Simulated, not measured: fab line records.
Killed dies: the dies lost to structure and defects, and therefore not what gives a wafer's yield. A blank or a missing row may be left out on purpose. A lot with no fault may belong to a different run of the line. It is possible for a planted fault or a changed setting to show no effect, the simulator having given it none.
Check of tool commonality :: flow gf180mcu :: 12 lots, 36 wafers sampled

## THE REASON FOR OPENING IT
GF_HV_LDD_TW_MEAS_23, reading HV_LDD_2_TW: flagged on 2 of 12 lots. No-fault wafers: 1060, standard deviation 9.3.
Rule: a lot is flagged when every wafer of it that has a number lies more than 4 standard deviations from that mean, or none has a number. As for the other lots, they are considered sound.

lot: L368
measured: day 10 19:08
on: film_metro-01
HV_LDD_2_TW, wafer by wafer: 1065 1066 1072
flag: 

lot: L372
measured: day 12 02:44
on: film_metro-02
HV_LDD_2_TW, wafer by wafer: 1046 1048 1046
flag: 

lot: L374
measured: day 12 13:48
on: film_metro-01
HV_LDD_2_TW, wafer by wafer: 1066 1057 1061
flag: 

lot: L377
measured: day 13 13:28
on: film_metro-03
HV_LDD_2_TW, wafer by wafer: 2485 2471 2474
flag: FLAGGED

lot: L378
measured: day 14 01:30
on: film_metro-01
HV_LDD_2_TW, wafer by wafer: 2458 2475 2457
flag: FLAGGED

lot: L379
measured: day 14 10:23
on: film_metro-02
HV_LDD_2_TW, wafer by wafer: 1050 1046 1048
flag: 

lot: L380
measured: day 15 08:24
on: film_metro-03
HV_LDD_2_TW, wafer by wafer: 1068 1064 1067
flag: 

lot: L386
measured: day 16 19:32
on: film_metro-03
HV_LDD_2_TW, wafer by wafer: 1067 1066 1071
flag: 

lot: L388
measured: day 17 04:56
on: film_metro-02
HV_LDD_2_TW, wafer by wafer: 1047 1050 1052
flag: 

lot: L389
measured: day 17 11:40
on: film_metro-02
HV_LDD_2_TW, wafer by wafer: 1045 1054 1049
flag: 

lot: L390
measured: day 18 02:55
on: film_metro-02
HV_LDD_2_TW, wafer by wafer: 1050 1048 1046
flag: 

lot: L391
measured: day 18 08:08
on: film_metro-01
HV_LDD_2_TW, wafer by wafer: 1070 1075 1073
flag: 
On average the flagged lots read 2470, which is +1410 against the usual, or +99 or more standard deviations.

## EACH LOT AND THE TOOL IT RAN ON
The record holds 1 process step before the reading, out of a route of 602 steps. Cell contents, in order: the tool; ch with the chambers the sampled wafers went through; the start.
lot: L368
flag: 
GF_HV_LDD_COAT_02: litho_track-02 ch 0, day 9 15:24

lot: L372
flag: 
GF_HV_LDD_COAT_02: litho_track-03 ch 0, day 10 21:53

lot: L374
flag: 
GF_HV_LDD_COAT_02: litho_track-02 ch 0, day 11 08:43

lot: L377
flag: FLAGGED
GF_HV_LDD_COAT_02: litho_track-01, day 12 06:48

lot: L378
flag: FLAGGED
GF_HV_LDD_COAT_02: litho_track-03, day 12 18:05

lot: L379
flag: 
GF_HV_LDD_COAT_02: litho_track-02 ch 0, day 13 03:39

lot: L380
flag: 
GF_HV_LDD_COAT_02: litho_track-02 ch 0, day 13 23:12

lot: L386
flag: 
GF_HV_LDD_COAT_02: litho_track-02 ch 0, day 15 10:30

lot: L388
flag: 
GF_HV_LDD_COAT_02: litho_track-01 ch 0, day 15 18:51

lot: L389
flag: 
GF_HV_LDD_COAT_02: litho_track-03 ch 0, day 16 00:43

lot: L390
flag: 
GF_HV_LDD_COAT_02: litho_track-02 ch 0, day 16 15:57

lot: L391
flag: 
GF_HV_LDD_COAT_02: litho_track-03 ch 0, day 16 20:11
What these steps do:
- GF_HV_LDD_COAT_02: resist thk 1000 nm.
- GF_HV_LDD_TW_MEAS_23

## FLAGGED AGAINST TOTAL, ONE TOOL AT A TIME (gauges that did the reading follow at the end)
step: GF_HV_LDD_COAT_02
tool: litho_track-01
lots run: 2
flagged: 1
share of the flagged lots: some
sound lots run after its first flagged lot: 1 (L388)

step: GF_HV_LDD_COAT_02
tool: litho_track-02
lots run: 6
flagged: 0
share of the flagged lots: none
sound lots run after its first flagged lot: -

step: GF_HV_LDD_COAT_02
tool: litho_track-03
lots run: 4
flagged: 1
share of the flagged lots: some
sound lots run after its first flagged lot: 2 (L389,L391)

step: GF_HV_LDD_TW_MEAS_23
tool: film_metro-01
lots run: 4
flagged: 1
share of the flagged lots: some
sound lots run after its first flagged lot: 1 (L391)

step: GF_HV_LDD_TW_MEAS_23
tool: film_metro-02
lots run: 5
flagged: 0
share of the flagged lots: none
sound lots run after its first flagged lot: -

step: GF_HV_LDD_TW_MEAS_23
tool: film_metro-03
lots run: 3
flagged: 1
share of the flagged lots: some
sound lots run after its first flagged lot: 2 (L380,L386)

## WHAT IS ALLOWED BY THE TABLE
No row of the table ran every flagged lot.

## WHAT THE SIMULATOR HAD PUT IN
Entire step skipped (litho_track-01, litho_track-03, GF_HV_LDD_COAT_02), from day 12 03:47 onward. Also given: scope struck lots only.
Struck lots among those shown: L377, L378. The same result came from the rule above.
